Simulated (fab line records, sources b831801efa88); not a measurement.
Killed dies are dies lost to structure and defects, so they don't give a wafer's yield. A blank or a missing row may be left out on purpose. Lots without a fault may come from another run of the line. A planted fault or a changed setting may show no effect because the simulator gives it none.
Which tool did it? | flow sky130 | 11 lots, 33 wafers sampled, at 1 step of a route of 708

WHAT THE GAUGES READ, wafer by wafer
SKY_LI_CONTACT_THK_MEAS_01.
lot  | measured     | on            | LI_CONTACT_HDPCVD_THK (nm)
L375 | day 27 23:50 | film_metro-03 | 939 941 932
L378 | day 29 15:52 | film_metro-02 | 922 921 930
L379 | day 29 18:30 | film_metro-01 | 943 941 934
L380 | day 30 02:04 | film_metro-02 | 934 935 938
L384 | day 31 11:11 | film_metro-01 | 941 938 937
L386 | day 31 21:59 | film_metro-01 | 945 931 950
L388 | day 32 15:11 | film_metro-03 | 933 941 931
L389 | day 32 23:46 | film_metro-02 | 926 937 932
L390 | day 33 10:50 | film_metro-02 | 928 932 927
L392 | day 33 21:43 | film_metro-03 | 933 937 930
L398 | day 36 03:12 | film_metro-01 | 917 916 920

WHICH TOOL RAN EACH LOT (tool, then ch and the chambers of the sampled wafers, then the start)
The record holds no process step before these readings.

THE ANSWER, worked out from the rows above alone
Rule: what is usual is taken from the lots themselves. Put in order of their means at a reading, lots are off if they are a third of the lots or fewer, leave a main group of 4 or more, and stand apart from it by a gap of 3 or more times the standard deviation of the main group's means; of several such gaps the widest counts. A main group whose means are all the same, to the digits that the tables above print for the reading, isn't used. A lot without any number at a reading at which 4 lots or more have one is off too. The other lots that the step has rows for count as sound.
No lot is off at any reading shown: from this, nothing can be told.

WHAT THE SIMULATOR HAD PUT IN
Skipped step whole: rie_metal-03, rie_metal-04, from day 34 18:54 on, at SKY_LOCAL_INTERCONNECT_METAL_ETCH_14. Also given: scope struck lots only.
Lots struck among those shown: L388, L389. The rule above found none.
